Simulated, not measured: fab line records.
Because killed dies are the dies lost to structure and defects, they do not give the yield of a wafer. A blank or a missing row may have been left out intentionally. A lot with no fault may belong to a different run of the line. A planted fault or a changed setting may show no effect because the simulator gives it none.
Which tool did it?    flow sky130    7 lots, 21 wafers sampled, at 5 steps of a route of 708

## WHAT THE GAUGES SHOWED, per wafer
SKY_METAL1_RS_MEAS_05: a four-point-probe measurement.
lot   measured      on             METAL1_ALCU_RS (ohm/sq)
L880  day 31 19:34  film-metro-04  0.1273 0.1288 0.1287
L884  day 33 11:25  film-metro-04  8.5712 8.6468 8.5971
L892  day 35 22:49  film-metro-01  0.1249 0.1257 0.1258
L894  day 37 01:16  film-metro-04  0.1280 0.1268 0.1288
L897  day 37 19:39  film-metro-04  0.1290 0.1287 0.1296
L899  day 38 01:27  film-metro-04  0.1270 0.1285 0.1267
L901  day 38 17:46  film-metro-01  0.1293 0.1274 0.1278

## WHICH TOOL RAN EACH LOT (tool, then ch and the chambers of the sampled wafers, then the start)
lot   SKY_CONTACT_STRIP_19                  SKY_CONTACT_CMP_27             SKY_METAL1_SPUTTER_00         SKY_METAL1_SPUTTER_02
L880  plasma-asher-03 ch 0,1, day 31 18:10  cmp-01 ch 0,1,3, day 31 19:07  pvd-sputter-01, day 31 19:25  pvd-sputter-01, day 31 19:28
L884  plasma-asher-02 ch 0,1, day 33 09:59  cmp-01 ch 1,2, day 33 10:58    pvd-sputter-02, day 33 11:16  pvd-sputter-02, day 33 11:19
L892  plasma-asher-03 ch 1, day 35 21:20    cmp-01 ch 0,2,3, day 35 22:21  pvd-sputter-01, day 35 22:39  pvd-sputter-01, day 35 22:42
L894  plasma-asher-02 ch 0,1, day 36 23:49  cmp-02 ch 0,1,3, day 37 00:48  pvd-sputter-04, day 37 01:06  pvd-sputter-04, day 37 01:09
L897  plasma-asher-03 ch 0,1, day 37 18:13  cmp-02 ch 2,3, day 37 19:10    pvd-sputter-01, day 37 19:28  pvd-sputter-01, day 37 19:31
L899  plasma-asher-01 ch 0,1, day 38 00:04  cmp-02 ch 1,2,3, day 38 01:04  pvd-sputter-01, day 38 01:16  pvd-sputter-01, day 38 01:19
L901  plasma-asher-01 ch 0,1, day 38 16:22  cmp-01 ch 0,3, day 38 17:19    pvd-sputter-04, day 38 17:37  pvd-sputter-04, day 38 17:40
- SKY_CONTACT_STRIP_19: strips in O2/N2.
- SKY_CONTACT_CMP_27: polishes, stops on SiO2, t overpolish 15 s, target thk 0 nm.
- SKY_METAL1_SPUTTER_00: material Ti, target thk 15 nm, time 10 s.
- SKY_METAL1_SPUTTER_02: material AlCu, target thk 250 nm, time 13.3 s.

## THE ANSWER, worked out from the rows above alone
Rule: the usual values come from the lots themselves. Put in order of their means at a reading, lots are off if they are a third of the lots or fewer, leave a main group of 4 or more, and stand apart from it by a gap of 3 or more times the standard deviation of the main group's means; of several such gaps the widest counts. The tables above print the reading to a certain number of digits; a main group whose means all agree to those digits is not used. A lot without any number at a reading at which 4 lots or more have one is off too. Where the step has rows for the other lots, those lots are counted as sound.
Off: L884, at SKY_METAL1_RS_MEAS_05 (METAL1_ALCU_RS). Main group: mean 0.1277 ohm/sq, sd 0.0011.
A tool fits if, at a process step before that reading, it ran every lot that is off, and no sound lot after the first of them. The gauges at SKY_METAL1_RS_MEAS_05 are tried like those tools. One fits: SKY_METAL1_SPUTTER_00 and SKY_METAL1_SPUTTER_02 on pvd-sputter-02. It ran no sound lot before its first lot that is off in this sample, so the start can't be narrowed down.

## WHAT THE SIMULATOR HAD PUT IN
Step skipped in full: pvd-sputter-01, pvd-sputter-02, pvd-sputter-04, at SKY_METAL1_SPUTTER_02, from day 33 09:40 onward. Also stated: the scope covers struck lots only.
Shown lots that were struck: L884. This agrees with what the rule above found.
